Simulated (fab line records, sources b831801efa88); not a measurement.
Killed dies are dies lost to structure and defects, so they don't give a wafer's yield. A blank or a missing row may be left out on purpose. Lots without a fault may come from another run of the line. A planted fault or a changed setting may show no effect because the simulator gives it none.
Problem report in the 8D (eight disciplines) form, filled by code | flow gf180mcu | the parts of the form that need people (team, actions taken, sign-off) are left out

1. THE PROBLEM
beam_energy_keV at GF_NWELL_IMPLANT_08 reads a mean of 467.58 on 6 wafers of 2 lots; wafers without a fault read 450.00 with a standard deviation of 0.14. That is +99 or more standard deviations from the usual mean.
First seen on wafer L234.2, day 7 00:17, on implanter-04. The record holds 39 wafers of 13 lots with a number at this step. Rule for "out", or "out of limits": more than 4 standard deviations from the usual mean. The other wafers with a number count as sound.

2. WHAT IT IS AND WHAT IT IS NOT
question                    | is                     | is not
which readings at this step | beam_energy_keV        | -
which lots                  | L234, L237             | L218, L219, L221, L222, L223, L224, L225, L228, L229, L232, L240
which wafers of those lots  | all that have a number | -
read on which tools         | implanter-04           | implanter-01, implanter-03
when                        | from day 7 00:17       | up to then (30 sound wafers); but 3 sound wafers of L240 came after

3. SUSPECTS, AND WHAT RULES EACH OUT
Counting: a tool at a process step up to the reading stays a suspect if it ran every lot that is out and no sound lot after the first of them.
- implanter-04 at GF_NWELL_IMPLANT_08: kept. It ran every lot that is out, first L234 (day 7 00:17), and no sound lot after that; its last sound lot up to then is L232 (day 6 12:02). Its own readings are out on those wafers: beam_energy_keV.
Left after counting: implanter-04 at GF_NWELL_IMPLANT_08.

4. THE CAUSE (what the simulator had put in)
Process parameter drift: implanter-04, from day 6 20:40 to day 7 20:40, at GF_NWELL_IMPLANT_08. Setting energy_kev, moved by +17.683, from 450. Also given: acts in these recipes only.
Counting left only this tool.

5. THE CHAIN OF EFFECTS, in route order
Each row: a reading whose mean over the struck wafers that have a number lies more than 3 standard deviations from the usual. Only readings for which the record gives a usual standard deviation are gone through. hours: the time from each lot's start at the first step in this table that gives one to its start at this step, as a median over the lots. sigmas: the change in usual standard deviations.
hours | step                | reading         | usual  | on struck wafers | change | sigmas
0     | GF_NWELL_IMPLANT_08 | beam_energy_keV | 450.00 | 467.58           | +17.58 | +99 or more
The process steps in it:
- GF_NWELL_IMPLANT_08
Later measuring or inspecting steps at which every struck wafer that the step has a row for has a number for every such reading, and none has moved that far: GF_VT_IMPLANT_TW_MEAS_32, GF_VT_IMPLANT_RS_MEAS_47.

6. WHAT WOULD HAVE CAUGHT IT SOONER
In this record the first reading out of limits was taken at day 7 00:17, 4 hours after the fault began at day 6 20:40.
